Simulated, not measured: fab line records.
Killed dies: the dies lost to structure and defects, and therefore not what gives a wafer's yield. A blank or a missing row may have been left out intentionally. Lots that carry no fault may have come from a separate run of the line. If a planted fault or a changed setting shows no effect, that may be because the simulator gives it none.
fab line records ; flow gf180mcu
record lots=15; wafers=43; last-day=34
route steps=602 shown LVPWELL@56
lots with no fault: from the same line, run without faults
start-h: the number of hours between the record's first day and the start of the first shown wafer of the lot ; wait-h: time in hours since the lot's previous step ; " the same as in the row above ; L1.1+2: a single row standing in for several wafers ; - value missing, or start not given ; * or withheld: withheld ; < > ~ a bound
route shown NAME@n: a module of which the file shows steps, and the number in the route of the first ; usual: mean/standard deviation taken from wafers without a fault ; same: alike in all rows ; chamber/n: place in a boat ; sites: per-site readings ; _std_site: their standard deviation ; _edge_site: inner sites' mean taken away from outer sites' mean ; radius-mm: how far each site lies from the wafer's centre ; mask NAME#n: copy n ; behind: the last tool/chamber to shape the wafer ; hold: why the lot went on hold/how many hours it stayed there/how the hold came to an end ; device: which transistor (n, p or np) failed to switch ; end of line: the tests these same wafers got at the end of their route ; a step with no rows: only its recipe ; killed: dies lost to structure and defects at the first sort, not the wafer's yield ; map: per-die view of a wafer (x killed, . not killed, _ where there is no die)
set.NAME: the setting the step ran with; set.NAME@STEP: the setting that earlier step ran with ; model.NAME: the simulator's own value behind a step, which no gauge read
a sample of lots followed through the steps of the route, with each step as a table and each wafer as a row
services: a tool's chamber out of use, with start hour (start-h, from the record's first day; less than 0 if before it), hours out, and reason
## steps
# step GF_LVPWELL_COAT_02
# recipe spin-rpm=2000; resist-thk-nm=3000
lot.wafer;tool;chamber;start-h;wait-h
L947.1+2+6;litho-track-01;0;62.68;0.1
L948.3+4+6;litho-track-04;0;67.02;0.1
L949.1+4+5;litho-track-01;0;75.38;0.1
L953.2+5+6;litho-track-04;0;94.14;0.1
L956.1+4;litho-track-01;0;110.08;0.1
L957.1+3+4;litho-track-01;0;117.08;0.1
L958.3+6;litho-track-01;0;122.13;0.1
L960.2+5+6;litho-track-02;0;136.07;0.1
L961.4+5+6;litho-track-02;0;139.27;0.1
L962.1+3+6;litho-track-04;0;145.07;0.1
L963.2+5+6;litho-track-04;0;147.94;0.1
L964.1+2+5;litho-track-02;0;155.40;0.1
L966.3+5+6;litho-track-04;0;175.27;0.1
L967.3+5+6;litho-track-02;0;175.30;0.1
L968.2+4+5;litho-track-04;0;185.29;0.1
# step GF_LVPWELL_STRIP_10
# recipe chemistry=O2/N2; power-w=1400; pressure-mtorr=1500; platen-temp-c=250; o2-flow-sccm=3000; n2-flow-sccm=300; overash-fraction=0.5
# usual drypump-motor-current-A=5.7/0.43; heater-power-w=373/55; oes-product-au=0.722/0.0045; strip-time-to-endpoint-s=36.94/0.097
lot.wafer;tool;chamber;start-h;wait-h;drypump-motor-current-A;heater-power-w;oes-product-au;rf-hours-counter-h;strip-time-to-endpoint-s
L947.1;plasma-asher-04;1;69.74;0.1;6.2;318;0.719;43;37.02
L947.2;plasma-asher-04;0;69.74;0.1;5.8;449;0.720;43;37.03
L947.6;plasma-asher-04;0;69.74;0.1;5.8;434;0.716;-;37.04
L948.3;plasma-asher-02;0;74.04;0.1;5.1;307;0.729;-;36.94
L948.4;plasma-asher-02;1;74.04;0.1;5.1;414;0.722;-;36.87
L948.6;plasma-asher-02;1;74.04;0.1;5.2;415;0.717;-;36.92
L949.1;plasma-asher-02;0;82.65;0.1;5.1;318;0.724;20;36.85
L949.4;plasma-asher-02;0;82.65;0.1;5.2;312;0.727;-;36.93
L949.5;plasma-asher-02;0;82.65;0.1;5.1;315;0.717;-;36.85
L953.2;plasma-asher-02;0;101.50;0.1;5.1;314;0.722;22;37.03
L953.5;plasma-asher-02;1;101.50;0.1;5.1;409;0.725;-;37.02
L953.6;plasma-asher-02;0;101.50;0.1;5.1;313;0.729;-;36.96
L956.1;plasma-asher-04;0;117.95;0.1;5.9;442;0.714;48;12.52
L956.4;plasma-asher-04;1;117.95;0.1;6.1;315;0.718;-;36.92
L957.1;plasma-asher-04;0;124.93;0.1;5.8;433;0.712;48;12.55
L957.3;plasma-asher-04;0;124.93;0.1;5.8;445;0.717;-;36.90
L957.4;plasma-asher-04;1;124.93;0.1;6.2;313;0.719;-;36.99
L958.3;plasma-asher-04;0;129.67;0.1;5.8;429;0.712;-;36.84
L958.6;plasma-asher-04;1;129.67;0.1;6.2;320;0.716;-;12.51
L960.2;plasma-asher-02;0;143.68;0.1;5.1;321;0.724;27;37.09
L960.5;plasma-asher-02;1;143.68;0.1;5.2;416;0.717;-;37.02
L960.6;plasma-asher-02;0;143.68;0.1;5.1;320;0.725;-;37.09
L961.4;plasma-asher-04;0;147.20;0.1;5.8;433;0.714;-;36.91
L961.5;plasma-asher-04;0;147.20;0.1;5.9;436;0.727;-;36.99
L961.6;plasma-asher-04;1;147.20;0.1;6.1;316;0.729;-;36.94
L962.1;plasma-asher-04;1;153.47;0.1;6.2;334;0.723;51;37.03
L962.3;plasma-asher-04;0;153.47;0.1;5.8;444;0.717;-;37.13
L962.6;plasma-asher-04;1;153.47;0.1;6.1;321;0.716;-;37.04
L963.2;plasma-asher-01;0;156.45;0.1;6.2;422;0.716;4;36.96
L963.5;plasma-asher-01;1;156.45;0.1;5.7;336;0.730;-;37.02
L963.6;plasma-asher-01;0;156.45;0.1;6.2;423;0.716;-;36.87
L964.1;plasma-asher-04;1;163.75;0.1;6.1;327;0.726;53;36.72
L964.2;plasma-asher-04;0;163.75;0.1;5.9;431;0.722;53;36.89
L964.5;plasma-asher-04;0;163.75;0.1;5.8;444;0.724;-;36.84
L966.3;plasma-asher-02;1;184.00;0.1;5.2;424;0.717;-;37.05
L966.5;plasma-asher-02;1;184.00;0.1;5.2;420;0.733;-;37.10
L966.6;plasma-asher-02;0;184.00;0.1;5.2;315;0.719;-;37.07
L967.3;plasma-asher-04;0;184.43;0.1;5.9;434;0.719;-;36.82
L967.5;plasma-asher-04;1;184.43;0.1;6.1;320;0.719;-;36.87
L967.6;plasma-asher-04;0;184.43;0.1;5.8;438;0.730;-;36.85
L968.2;plasma-asher-02;0;193.68;0.1;5.1;317;0.719;32;36.94
L968.4;plasma-asher-02;1;193.68;0.1;5.2;401;0.721;-;36.88
L968.5;plasma-asher-02;0;193.68;0.1;5.1;310;0.724;-;36.98
## services
tool;chamber;start-h;hours;kind
plasma-asher-04;-;61.29;0.4;repair
plasma-asher-01;-;108.75;9.0;pm
plasma-asher-01;0;108.75;9.0;vent-cycle
plasma-asher-01;1;108.75;9.0;vent-cycle
plasma-asher-01;0;117.75;-;clean
plasma-asher-01;1;117.75;-;clean
plasma-asher-01;-;122.43;2.8;pm
plasma-asher-01;-;175.44;1.5;repair
## key
first-sign step=GF_LVPWELL_STRIP_10; reading=strip-time-to-endpoint-s; direction=down; sigmas=99+; usual=*; struck=*
effect none on later readings
met-at GF_LVPWELL_COAT_02
struck-lots L956,L957,L958
struck-wafers L956.1,L957.1,L958.6
tester-left-out L956,L957,L958
onset-between 75.38 110.08
fault kind=process-parameter-drift; tool=litho-track-01; chamber=-; onset-h=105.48; steps=GF_LVPWELL_COAT_02; channel=resist-thk-nm; offset=*; shape=step; end-h=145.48; scope=struck-wafers-only; acts-in=*; stated=*
# tester-left-out: of these lots the tester's yield and bins aren't shown, on N5 and GAA mostly nor the transistor test; their killed dies are dies lost to structure and defects alone, not to doping, threshold or leakage, so they don't give the yield
